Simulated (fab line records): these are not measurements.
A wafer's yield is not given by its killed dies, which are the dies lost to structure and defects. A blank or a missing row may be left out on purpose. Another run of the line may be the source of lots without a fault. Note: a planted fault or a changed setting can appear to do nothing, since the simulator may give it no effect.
Tool commonality check    flow sky130    14 lots and 42 wafers in the sample

REASON FOR OPENING
At SKY_SD_N_RS_MEAS_16 the reading SD_N_RS is flagged on 2 of 14 lots. Fault-free wafers read 68.58 ohm/sq, with a standard deviation of 0.13.
Rule: flag the lot when none of its wafers has a number, or when each of its wafers that has one lies beyond 4 standard deviations from that mean. The other lots count as sound.

lot   measured      on             SD_N_RS (ohm/sq), wafer by wafer  flag
L354  day 27 13:56  film-metro-04  68.73 68.59 68.63                 
L356  day 28 19:09  film-metro-01  68.67 68.59 68.58                 
L359  day 29 13:40  film-metro-04  68.83 68.72 68.58                 
L362  day 30 14:15  film-metro-01  68.60 68.72 68.57                 
L363  day 31 01:16  film-metro-01  64.87 64.94 64.81                 FLAGGED
L364  day 31 10:14  film-metro-03  68.53 68.49 68.61                 
L365  day 31 19:03  film-metro-01  64.87 64.87 64.81                 FLAGGED
L368  day 32 16:45  film-metro-03  68.57 68.78 68.62                 
L369  day 32 19:34  film-metro-03  68.56 68.80 68.68                 
L371  day 33 13:30  film-metro-04  68.40 68.22 68.42                 
L373  day 34 03:53  film-metro-04  68.40 68.48 68.33                 
L375  day 35 03:07  film-metro-04  68.54 68.65 68.73                 
L376  day 35 11:23  film-metro-01  68.80 68.69 68.68                 
L377  day 36 01:29  film-metro-04  68.46 68.53 68.52                 
The mean of the flagged lots' numbers is 64.86 ohm/sq, -3.72 ohm/sq from the usual (-29 standard deviations).

WHICH TOOL RAN EACH LOT
The record holds 2 process steps before the reading, out of a route of 708 steps. Read each cell as the tool, then ch plus the chambers that the sampled wafers visited, then the start.
lot   flag     SKY_SD_N_IMPLANT_09              SKY_SD_N_STRIP_11
L354           implanter-02 ch 0, day 27 13:12  plasma-asher-03 ch 0, day 27 13:30
L356           implanter-01 ch 0, day 28 18:29  plasma-asher-04 ch 0,1, day 28 18:45
L359           implanter-02 ch 0, day 29 12:59  plasma-asher-03 ch 0,1, day 29 13:15
L362           implanter-03 ch 0, day 30 13:34  plasma-asher-04 ch 0,1, day 30 13:50
L363  FLAGGED  implanter-01 ch 0, day 31 00:32  plasma-asher-03 ch 0,1, day 31 00:50
L364           implanter-02 ch 0, day 31 09:33  plasma-asher-03 ch 0,1, day 31 09:51
L365  FLAGGED  implanter-01 ch 0, day 31 18:22  plasma-asher-04 ch 0, day 31 18:40
L368           implanter-03 ch 0, day 32 16:04  plasma-asher-04 ch 0,1, day 32 16:20
L369           implanter-03 ch 0, day 32 18:53  plasma-asher-01 ch 0,1, day 32 19:09
L371           implanter-02 ch 0, day 33 12:48  plasma-asher-01 ch 0,1, day 33 13:06
L373           implanter-02 ch 0, day 34 03:12  plasma-asher-03 ch 0,1, day 34 03:30
L375           implanter-01 ch 0, day 34 22:38  plasma-asher-04 ch 1, day 35 02:41
L376           implanter-03 ch 0, day 35 10:39  plasma-asher-03 ch 0,1, day 35 10:57
L377           implanter-03 ch 0, day 36 00:48  plasma-asher-04 ch 0,1, day 36 01:06
These steps, and what they do:
- SKY_SD_N_IMPLANT_09
- SKY_SD_N_STRIP_11: strips in O2/N2.
- SKY_SD_N_RS_MEAS_16: measures by four-point-probe.

FLAGGED AGAINST TOTAL, ONE TOOL AT A TIME (gauges that did the reading follow at the end)
step                 tool             lots run  flagged  share of the flagged lots  sound lots run after its first flagged lot
SKY_SD_N_IMPLANT_09  implanter-01     4         2        all                        1 (L375)
SKY_SD_N_IMPLANT_09  implanter-02     5         0        none                       -
SKY_SD_N_IMPLANT_09  implanter-03     5         0        none                       -
SKY_SD_N_STRIP_11    plasma-asher-01  2         0        none                       -
SKY_SD_N_STRIP_11    plasma-asher-03  6         1        some                       3 (L364,L373,L376)
SKY_SD_N_STRIP_11    plasma-asher-04  6         1        some                       3 (L368,L375,L377)
SKY_SD_N_RS_MEAS_16  film-metro-01    5         2        all                        1 (L376)
SKY_SD_N_RS_MEAS_16  film-metro-03    3         0        none                       -
SKY_SD_N_RS_MEAS_16  film-metro-04    6         0        none                       -

THE TABLE: WHAT IT ALLOWS
2 rows of the table ran every flagged lot: implanter-01 at SKY_SD_N_IMPLANT_09, film-metro-01 at SKY_SD_N_RS_MEAS_16.
- implanter-01 at SKY_SD_N_IMPLANT_09 ran 4 lots, 2 of them flagged. After the first flagged lot (L375), sound lots still ran on it; a lasting fault on the whole tool would not permit that. Its own readings (beam-on-s, dose-ions-cm2) fall more than 4 standard deviations out on all wafers of the flagged lots.
- film-metro-01 at SKY_SD_N_RS_MEAS_16 ran 5 lots, 2 of them flagged. After the first flagged lot (L376), sound lots still ran on it; a lasting fault on the whole tool would not permit that.
Not one row of the table ran every flagged lot while running no sound lot after the first.

WHAT THE SIMULATOR PUT IN
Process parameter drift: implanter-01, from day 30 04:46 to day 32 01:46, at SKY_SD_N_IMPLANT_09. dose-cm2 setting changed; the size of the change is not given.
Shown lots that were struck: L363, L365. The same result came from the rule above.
